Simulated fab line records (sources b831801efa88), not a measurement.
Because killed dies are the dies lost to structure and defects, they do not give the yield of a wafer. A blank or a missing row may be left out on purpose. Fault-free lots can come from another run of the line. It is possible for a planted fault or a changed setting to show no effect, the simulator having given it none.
fab line records + flow sky130
record:
- lots: 6
- wafers: 18
- last_day: 50
route steps=708 shown VIA1@466 PAD_OPEN@708
lots untouched by any fault: they come from a run of this same line in which no faults occurred
start_h: hours from the record's opening day to when the first of the lot's shown wafers began + wait_h: how many hours have passed since the lot's step before this one + " unchanged from the row above + L1.1+2: several wafers, shown together as one row + - no value present, or no start provided + * or withheld: withheld + < > ~ a bound
route shown NAME@n: names a module that has steps shown in the file, with the first one's number in the route + usual: mean and standard deviation over wafers with no fault + same: alike in all rows + chamber/n: place in a boat + sites: per-site readings + _std_site: how widely they spread, as a standard deviation + _edge_site: outer sites' mean less inner sites' + radius_mm: for every site, how far away it sits from the centre of the wafer + mask NAME#n: copy n + behind: the tool/chamber that last shaped the wafer + hold: what put the lot on hold/how long, in hours/how the hold closed + device: the n, p or np transistor that did not switch + end of line: the route-end tests of the same wafers + for a step that has no rows: nothing shown but its recipe + killed: not the wafer's yield, but the dies lost to structure and defects at the first sort + map: shows each die of a wafer: x if killed, . if not, _ if none is there
set.NAME: the setting the step ran with; set.NAME@STEP: the setting that earlier step ran with + model.NAME: the simulator's own value behind a step, which no gauge read
lots at some steps of the route; a table a step, a row a wafer
services: when a tool's chamber went out of use (start_h, in hours from the record's first day, below 0 if earlier), for how many hours, and the reason
== steps ==
step: SKY_VIA1_SOFTBAKE_08
recipe:
- temp_c: 100
- time_s: 90
- resist: KrF-thick
step: SKY_VIA1_EXPOSE_09
recipe:
- mask_id: VIM
- na: 0.8
- source_shape: annular
- sigma_inner: 0.55
- sigma_outer: 0.85
- target_cd_nm: 150
- dose_mj: 38.46
step: SKY_VIA1_PEB_10
recipe:
- peb_temp_c: withheld
- peb_time_s: withheld
- resist: KrF-thick
step: SKY_VIA1_DEVELOP_11
recipe:
- develop_time_s: 60
- resist: KrF-thick
- dev_temp_c: 21
step: SKY_VIA1_CD_MEAS_12
recipe:
- target_cd_nm: 150
usual:
- cd_nm: 150.2/1.8
| lot.wafer | tool      | chamber | start_h | wait_h | cd_nm |
|-----------|-----------|---------|---------|--------|-------|
| L660.2    | cd_sem-02 | -       | 804.12  | -      | 152.8 |
| L660.4    | "         | -       | "       | "      | 152.1 |
| L660.5    | "         | -       | "       | "      | 151.8 |
| L668.1    | cd_sem-01 | -       | 876.59  | -      | 151.8 |
| L668.3    | "         | -       | "       | "      | 149.2 |
| L668.6    | "         | -       | "       | "      | 148.7 |
| L671.2    | cd_sem-02 | -       | 897.21  | -      | 152.7 |
| L671.3    | "         | -       | "       | "      | 151.8 |
| L671.5    | "         | -       | "       | "      | 151.5 |
| L670.1    | cd_sem-01 | -       | 897.54  | -      | 150.1 |
| L670.2    | "         | -       | "       | "      | 150.4 |
| L670.5    | "         | -       | "       | "      | 151.8 |
| L674.3    | cd_sem-01 | -       | 912.74  | -      | 150.6 |
| L674.5    | "         | -       | "       | "      | 149.8 |
| L674.6    | "         | -       | "       | "      | 148.0 |
| L678.1    | cd_sem-02 | -       | 946.36  | -      | 149.9 |
| L678.3    | "         | -       | "       | "      | 149.7 |
| L678.6    | "         | -       | "       | "      | 150.5 |
step: SKY_VIA1_OVL_MEAS_13
usual:
- VIA1_OVL: -4/4.4
| lot.wafer | tool       | chamber | start_h | wait_h | VIA1_OVL[nm] |
|-----------|------------|---------|---------|--------|--------------|
| L660.2    | overlay-02 | -       | 804.22  | 0.1    | -5           |
| L660.4    | "          | -       | "       | "      | 7            |
| L660.5    | "          | -       | "       | "      | 4            |
| L668.1    | overlay-02 | -       | 876.71  | 0.1    | -7           |
| L668.3    | "          | -       | "       | "      | 0            |
| L668.6    | "          | -       | "       | "      | 1            |
| L671.2    | overlay-01 | -       | 897.31  | 0.1    | -3           |
| L671.3    | "          | -       | "       | "      | -4           |
| L671.5    | "          | -       | "       | "      | -4           |
| L670.1    | overlay-01 | -       | 897.66  | 0.1    | -1           |
| L670.2    | "          | -       | "       | "      | 6            |
| L670.5    | "          | -       | "       | "      | 0            |
| L674.3    | overlay-02 | -       | 912.83  | 0.1    | -7           |
| L674.5    | "          | -       | "       | "      | -6           |
| L674.6    | "          | -       | "       | "      | -13          |
| L678.1    | overlay-02 | -       | 946.48  | 0.1    | 2            |
| L678.3    | "          | -       | "       | "      | -7           |
| L678.6    | "          | -       | "       | "      | 1            |
step: SKY_VIA1_ETCH_14
recipe:
- chemistry: N2/H2
- target: BARC
- ion_energy_ev: 200
- source_w: 500
- bias_w: 100
- pressure_mtorr: 30
- n2_flow_sccm: 100
- h2_flow_sccm: 200
- stop_on: SiO2
- time_s: 45.9
- target_depth_a: 600
usual:
- drypump_motor_current_A: 6.0/0.41
- h2_flow_sccm: 199.9/0.62
- n2_flow_sccm: 100.0/0.31
- oes_product_au: 0.856/0.0049
- throttle_valve_pct: 13.224/0.0089
| lot.wafer | tool        | chamber | start_h | wait_h | drypump_motor_current_A | h2_flow_sccm | n2_flow_sccm | oes_product_au | rf_hours_counter_h | throttle_valve_pct |
|-----------|-------------|---------|---------|--------|-------------------------|--------------|--------------|----------------|--------------------|--------------------|
| L660.2    | rie_diel-02 | 1       | 804.25  | 0.0    | 5.4                     | 200.5        | 99.9         | 0.850          | 3                  | 13.225             |
| L660.4    | "           | 0       | "       | "      | 6.5                     | 200.2        | 100.1        | 0.851          | 20                 | 13.229             |
| L660.5    | "           | 2       | "       | "      | 5.7                     | 198.7        | 100.6        | 0.855          | -                  | 13.218             |
| L668.1    | rie_diel-02 | 0       | 876.74  | 0.0    | 6.5                     | 198.9        | 99.8         | 0.851          | 23                 | 13.220             |
| L668.3    | "           | 1       | "       | "      | 5.4                     | 199.5        | 99.5         | 0.862          | 5                  | 13.213             |
| L668.6    | "           | 3       | "       | "      | 5.0                     | 200.2        | 99.7         | 0.848          | -                  | 13.234             |
| L671.2    | rie_diel-04 | 2       | 897.34  | 0.0    | 5.8                     | 200.2        | 100.4        | 0.856          | 19                 | 13.212             |
| L671.3    | "           | 1       | "       | "      | 6.2                     | 200.3        | 100.5        | 0.848          | 14                 | 13.217             |
| L671.5    | "           | 3       | "       | "      | 5.7                     | 198.9        | 100.3        | 0.856          | -                  | 13.226             |
| L670.1    | rie_diel-03 | 3       | 897.69  | 0.0    | 5.9                     | 200.9        | 100.1        | 0.855          | 6                  | 13.218             |
| L670.2    | "           | 1       | "       | "      | 6.4                     | 199.3        | 100.3        | 0.855          | 0                  | 13.216             |
| L670.5    | "           | 2       | "       | "      | 5.8                     | 199.4        | 100.2        | 0.862          | -                  | 13.226             |
| L674.3    | rie_diel-03 | 2       | 912.86  | 0.0    | 5.8                     | 200.4        | 100.2        | 0.859          | 7                  | 13.228             |
| L674.5    | "           | 2       | "       | "      | 5.8                     | 200.6        | 100.5        | 0.862          | -                  | 13.226             |
| L674.6    | "           | 1       | "       | "      | 6.4                     | 200.2        | 99.9         | 0.852          | -                  | 13.217             |
| L678.1    | rie_diel-03 | 3       | 946.51  | 0.0    | 5.9                     | 200.1        | 100.1        | 0.856          | 8                  | 13.233             |
| L678.3    | "           | 2       | "       | "      | 5.8                     | 199.4        | 99.7         | 0.854          | 8                  | 13.217             |
| L678.6    | "           | 2       | "       | "      | 5.8                     | 200.0        | 100.2        | 0.855          | -                  | 13.240             |
step: SKY_VIA1_ETCH_15
recipe:
- target: SiO2
- chemistry: C4F8/O2/Ar
- target_depth_nm: 351
- stop_on: TiN
- mask_material: KrF-thick
- source_w: 1500
- bias_w: 1200
- pressure_mtorr: 40
- c4f8_flow_sccm: withheld
- O2_flow_sccm: 6
- Ar_flow_sccm: 300
- time_s: 54
usual:
- oes_product_au: 0.980/0.0062
| lot.wafer | tool        | chamber | start_h | wait_h | oes_product_au | rf_hours_counter_h |
|-----------|-------------|---------|---------|--------|----------------|--------------------|
| L660.2    | rie_diel-02 | 1       | 804.30  | 0.0    | 0.980          | 3                  |
| L660.4    | "           | 0       | "       | "      | 0.974          | 20                 |
| L660.5    | "           | 2       | "       | "      | 0.978          | -                  |
| L668.1    | rie_diel-02 | 0       | 876.79  | 0.0    | 0.984          | 23                 |
| L668.3    | "           | 1       | "       | "      | 0.962          | 5                  |
| L668.6    | "           | 3       | "       | "      | 0.967          | -                  |
| L671.2    | rie_diel-04 | 2       | 897.39  | 0.0    | 0.986          | 19                 |
| L671.3    | "           | 1       | "       | "      | 0.979          | 14                 |
| L671.5    | "           | 3       | "       | "      | 0.979          | -                  |
| L670.1    | rie_diel-03 | 3       | 897.74  | 0.0    | 0.981          | 6                  |
| L670.2    | "           | 1       | "       | "      | 0.987          | 0                  |
| L670.5    | "           | 2       | "       | "      | 0.975          | -                  |
| L674.3    | rie_diel-03 | 2       | 912.90  | 0.0    | 0.983          | 7                  |
| L674.5    | "           | 2       | "       | "      | 0.977          | -                  |
| L674.6    | "           | 1       | "       | "      | 0.987          | -                  |
| L678.1    | rie_diel-03 | 3       | 946.55  | 0.0    | 0.975          | 8                  |
| L678.3    | "           | 2       | "       | "      | 0.987          | 8                  |
| L678.6    | "           | 2       | "       | "      | 0.976          | -                  |
step: SKY_VIA1_STRIP_16
recipe:
- chemistry: O2/N2
- power_w: 1400
- pressure_mtorr: 1500
- platen_temp_c: withheld
- o2_flow_sccm: 3000
- n2_flow_sccm: 300
- overash_fraction: 0.5
usual:
- drypump_motor_current_A: 5.33/0.28
- n2_flow_sccm: 299.9/0.98
- oes_product_au: 0.416/0.0052
- strip_time_to_endpoint_s: 4.467/0.022
| lot.wafer | tool            | chamber | start_h | wait_h | drypump_motor_current_A | n2_flow_sccm | oes_product_au | rf_hours_counter_h | strip_time_to_endpoint_s |
|-----------|-----------------|---------|---------|--------|-------------------------|--------------|----------------|--------------------|--------------------------|
| L660.2    | plasma_asher-03 | 1       | 804.34  | 0.0    | 5.52                    | 298.7        | 0.424          | 6                  | 4.476                    |
| L660.4    | "               | 1       | "       | "      | 5.51                    | 300.8        | 0.410          | -                  | 4.476                    |
| L660.5    | "               | 1       | "       | "      | 5.53                    | 300.1        | 0.424          | -                  | 4.462                    |
| L668.1    | plasma_asher-03 | 0       | 876.83  | 0.0    | 4.78                    | 300.3        | 0.410          | 11                 | 4.452                    |
| L668.3    | "               | 0       | "       | "      | 4.78                    | 298.0        | 0.419          | -                  | 4.501                    |
| L668.6    | "               | 0       | "       | "      | 4.79                    | 299.2        | 0.416          | -                  | 4.467                    |
| L671.2    | plasma_asher-04 | 0       | 897.43  | 0.0    | 5.32                    | 299.5        | 0.405          | 46                 | 4.444                    |
| L671.3    | "               | 0       | "       | "      | 5.30                    | 300.1        | 0.421          | -                  | 4.493                    |
| L671.5    | "               | 1       | "       | "      | 5.62                    | 301.1        | 0.417          | -                  | 4.485                    |
| L670.1    | plasma_asher-01 | 0       | 897.78  | 0.0    | 5.53                    | 299.9        | 0.420          | 74                 | 4.483                    |
| L670.2    | "               | 1       | "       | "      | 5.20                    | 298.9        | 0.409          | 74                 | 4.447                    |
| L670.5    | "               | 1       | "       | "      | 5.18                    | 298.9        | 0.419          | -                  | 4.488                    |
| L674.3    | plasma_asher-04 | 0       | 912.98  | 0.1    | 5.29                    | 301.0        | 0.418          | -                  | 4.472                    |
| L674.5    | "               | 1       | "       | "      | 5.64                    | 299.4        | 0.411          | -                  | 4.483                    |
| L674.6    | "               | 0       | "       | "      | 5.30                    | 300.8        | 0.426          | -                  | 4.443                    |
| L678.1    | plasma_asher-01 | 0       | 946.60  | 0.0    | 5.54                    | 299.3        | 0.412          | 80                 | 4.466                    |
| L678.3    | "               | 1       | "       | "      | 5.21                    | 299.3        | 0.429          | -                  | 4.495                    |
| L678.6    | "               | 0       | "       | "      | 5.54                    | 300.6        | 0.419          | -                  | 4.497                    |
step: SKY_VIA1_STRIP_17
recipe:
- chemistry: post_etch_residue_remover
- time_s: 1200
- temp_c: 72.5
step: SKY_VIA1_CLEAN_18
recipe:
- chemistry: IPA
- time_s: 180
- temp_c: 25
step: SKY_VIA1_CLEAN_19
recipe:
- chemistry: O3/DIW
- dry: n2_spin
step: SKY_VIA1_SPUTTER_20
recipe:
- material: TiN
- target_thk_nm: 20
- chamber_pressure_pa: 5
- power_w: 4000
- time_s: 80
usual:
- cathode_dc_power_W: 4000.0/0.62
- throttle_valve_pct: 29.8/1.1
| lot.wafer | tool           | chamber | start_h | wait_h | cathode_dc_power_W | throttle_valve_pct | model.TiN_of_VIA1_SPUTTER_20.thk_nm |
|-----------|----------------|---------|---------|--------|--------------------|--------------------|-------------------------------------|
| L660.2    | pvd_sputter-02 | -       | 804.97  | 0.0    | 4000.1             | 28.7               | 20.02                               |
| L660.4    | "              | -       | "       | "      | 4000.1             | 31.5               | 20.07                               |
| L660.5    | "              | -       | "       | "      | 3999.3             | 28.6               | 20.04                               |
| L668.1    | pvd_sputter-02 | -       | 877.42  | 0.0    | 3837.0             | 30.0               | 18.68                               |
| L668.3    | "              | -       | "       | "      | 3838.8             | 29.4               | 18.91                               |
| L668.6    | "              | -       | "       | "      | 3836.7             | 31.3               | 19.07                               |
| L671.2    | pvd_sputter-04 | -       | 898.02  | 0.0    | 3999.7             | 28.5               | 19.91                               |
| L671.3    | "              | -       | "       | "      | 3999.8             | 29.0               | 20.14                               |
| L671.5    | "              | -       | "       | "      | 3998.7             | 30.2               | 20.13                               |
| L670.1    | pvd_sputter-02 | -       | 898.39  | 0.0    | 3838.1             | 30.3               | 19.26                               |
| L670.2    | "              | -       | "       | "      | 3837.3             | 28.7               | 19.44                               |
| L670.5    | "              | -       | "       | "      | 3837.6             | 30.2               | 19.17                               |
| L674.3    | pvd_sputter-03 | -       | 913.88  | 0.0    | 4000.0             | 28.6               | 19.77                               |
| L674.5    | "              | -       | "       | "      | 3999.8             | 30.0               | 20.21                               |
| L674.6    | "              | -       | "       | "      | 3999.7             | 31.2               | 20.15                               |
| L678.1    | pvd_sputter-03 | -       | 947.19  | 0.0    | 4000.5             | 29.9               | 20.72                               |
| L678.3    | "              | -       | "       | "      | 4000.1             | 28.9               | 20.12                               |
| L678.6    | "              | -       | "       | "      | 3999.4             | 30.6               | 20.03                               |
step: SKY_VIA1_CVD_21
recipe:
- material: W
- target_thk_nm: 270
- time_s: 80.902
- temp_c: 400
- pressure_torr: 40
usual:
- chamber_pressure_Torr: 40.01/0.095
- heater_power_outer_w: 555/31
- heater_power_w: 908/80
| lot.wafer | tool     | chamber | start_h | wait_h | chamber_pressure_Torr | heater_power_outer_w | heater_power_w |
|-----------|----------|---------|---------|--------|-----------------------|----------------------|----------------|
| L660.2    | cvd_w-02 | 0       | 805.03  | 0.0    | 39.89                 | 531                  | 807            |
| L660.4    | "        | 1       | "       | "      | 39.93                 | 569                  | 930            |
| L660.5    | "        | 1       | "       | "      | 40.15                 | 570                  | 955            |
| L668.1    | cvd_w-02 | 1       | 877.49  | 0.0    | 40.02                 | 574                  | 979            |
| L668.3    | "        | 0       | "       | "      | 40.05                 | 519                  | 834            |
| L668.6    | "        | 1       | "       | "      | 40.00                 | 576                  | 955            |
| L671.2    | cvd_w-02 | 1       | 898.09  | 0.0    | 39.99                 | 563                  | 964            |
| L671.3    | "        | 0       | "       | "      | 39.87                 | 509                  | 830            |
| L671.5    | "        | 0       | "       | "      | 39.99                 | 516                  | 822            |
| L670.1    | cvd_w-01 | 0       | 898.45  | 0.0    | 39.95                 | 589                  | 1013           |
| L670.2    | "        | 1       | "       | "      | 39.91                 | 559                  | 886            |
| L670.5    | "        | 1       | "       | "      | 39.93                 | 530                  | 866            |
| L674.3    | cvd_w-01 | 0       | 913.97  | 0.1    | 40.10                 | 590                  | 1036           |
| L674.5    | "        | 1       | "       | "      | 40.04                 | 550                  | 872            |
| L674.6    | "        | 0       | "       | "      | 40.20                 | 590                  | 1020           |
| L678.1    | cvd_w-01 | 1       | 947.25  | 0.0    | 39.84                 | 564                  | 881            |
| L678.3    | "        | 0       | "       | "      | 39.94                 | 618                  | 1021           |
| L678.6    | "        | 0       | "       | "      | 39.94                 | 606                  | 1026           |
step: SKY_PAD_OPEN_PROBE_99
usual:
- defect_limited_yield: 81.8/2
- killed_at_M0_to_M3: 44/7.5
- killed_at_M4_up: 3.3/1.8
- killed_at_contacts: 25/5.9
- killed_at_front_end: 16/4.7
- killed_at_other: 0.3/0.52
- killed_dies: 89/9.9
- killed_open: 49/7.8
- killed_short: 40/5.8
- sort_bin_3_pad_short: 0.9/0.43
- sort_bin_5_function: 10.8/1.5
- sort_bin_6_memory: 6.4/1.1
- sort_n_pass: 403/9.9
- sort_yield_pct: 81.8/2
same:
- gross_dies: 492
- killed_at_back_side: 0
- sort_bin_4_leakage[%]: 0
- sort_bin_8_speed[%]: 0
| lot.wafer | tool      | chamber | start_h | wait_h | defect_limited_yield[%] | killed_at_M0_to_M3 | killed_at_M4_up | killed_at_contacts | killed_at_front_end | killed_at_other | killed_dies | killed_open | killed_short | sort_bin_3_pad_short[%] | sort_bin_5_function[%] | sort_bin_6_memory[%] | sort_n_pass | sort_yield_pct[%] |
|-----------|-----------|---------|---------|--------|-------------------------|--------------------|-----------------|--------------------|---------------------|-----------------|-------------|-------------|--------------|-------------------------|------------------------|----------------------|-------------|-------------------|
| L670.1    | prober-01 | -       | 1157.38 | 0.1    | 79.1                    | 46                 | 4               | 35                 | 17                  | 1               | 103         | 56          | 46           | 0.4                     | 13.0                   | 7.5                  | 389         | 79.1              |
| L670.2    | prober-01 | -       | 1157.43 | 0.1    | 86.2                    | 34                 | 2               | 19                 | 13                  | 0               | 68          | 40          | 28           | 0.6                     | 8.7                    | 4.5                  | 424         | 86.2              |
| L670.5    | prober-01 | -       | 1157.58 | 0.2    | 80.3                    | 51                 | 1               | 29                 | 16                  | 0               | 97          | 51          | 46           | 1.6                     | 10.8                   | 7.3                  | 395         | 80.3              |
killed by level:class
L670.1 CONTACT:geometric_particle:open=15 LI_CONTACT:geometric_particle:open=8 VIA1:geometric_particle:open=8 VIA3:geometric_particle:open=7 METAL2:geometric_particle:short=7 VIA3:geometric_particle:short=7 FIELD_ISO:geometric_particle:open=6 CONTACT:geometric_particle:short=6
L670.2 VIA1:geometric_particle:open=10 METAL2:geometric_particle:short=7 CONTACT:geometric_particle:open=6 VIA3:geometric_particle:open=6 FIELD_ISO:geometric_particle:short=5 LOCAL_INTERCONNECT:geometric_particle:short=4 FIELD_ISO:geometric_particle:open=3 CONTACT:geometric_particle:short=3
L670.5 VIA1:geometric_particle:open=12 CONTACT:geometric_particle:open=10 LI_CONTACT:geometric_particle:open=7 CONTACT:geometric_particle:short=7 METAL1:geometric_particle:short=7 FIELD_ISO:geometric_particle:open=6 METAL2:geometric_particle:short=6 FIELD_ISO:geometric_particle:short=5
== services ==
| tool            | chamber | start_h | hours | kind           |
|-----------------|---------|---------|-------|----------------|
| pvd_sputter-03  | -       | 783.83  | 1.1   | repair         |
| plasma_asher-01 | -       | 810.50  | 2.8   | pm             |
| plasma_asher-03 | -       | 810.69  | 14.6  | pm             |
| pvd_sputter-02  | -       | 810.81  | 4.5   | repair         |
| pvd_sputter-03  | -       | 830.00  | 3.5   | repair         |
| rie_diel-03     | 0       | 845.50  | 15.6  | repair         |
| pvd_sputter-02  | -       | 845.70  | 5.3   | repair         |
| rie_diel-03     | -       | 849.25  | 10.0  | pm             |
| cvd_w-01        | -       | 854.56  | 4.8   | repair         |
| cvd_w-02        | 0       | 860.83  | 4.9   | repair         |
| rie_diel-03     | 1       | 861.15  | -     | clean          |
| rie_diel-03     | 1       | 861.15  | 21.0  | scheduled_down |
| rie_diel-02     | -       | 879.08  | 2.8   | pm             |
| pvd_sputter-02  | -       | 882.27  | 3.4   | repair         |
| rie_diel-03     | 1       | 889.23  | 3.9   | repair         |
| rie_diel-02     | 0       | 894.01  | 8.1   | repair         |
| rie_diel-02     | 0       | 903.26  | 8.6   | repair         |
| cvd_w-02        | -       | 904.00  | 14.0  | pm             |
| cvd_w-01        | -       | 920.73  | 2.1   | repair         |
| pvd_sputter-04  | -       | 921.83  | 1.7   | repair         |
| cvd_w-01        | 0       | 929.31  | 10.7  | repair         |
| pvd_sputter-02  | -       | 933.33  | 1.2   | repair         |
| pvd_sputter-02  | -       | 935.67  | 5.1   | repair         |
| pvd_sputter-04  | -       | 942.29  | 3.1   | repair         |
== key ==
first_sign:
- step: SKY_VIA1_SPUTTER_20
- reading: cathode_dc_power_W
- direction: down
- sigmas: 99+
- usual: 4000.0
- struck: 3837.6
effect none on later readings
model_effect:
- step: SKY_VIA1_SPUTTER_20
- value: TiN_of_VIA1_SPUTTER_20.thk_nm
- without: 19.9
- struck: 19.09
met_at SKY_VIA1_SPUTTER_20
struck_wafers L668.1,L668.3,L668.6,L670.1,L670.2,L670.5
onset_between 804.97 877.42
fault:
- kind: process_parameter_drift
- tool: pvd_sputter-02
- chamber: -
- onset_h: 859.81
- steps: SKY_VIA1_SPUTTER_20
- channel: power_w
- offset: *
- shape: step
- end_h: 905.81
- acts_in: *
- stated: *
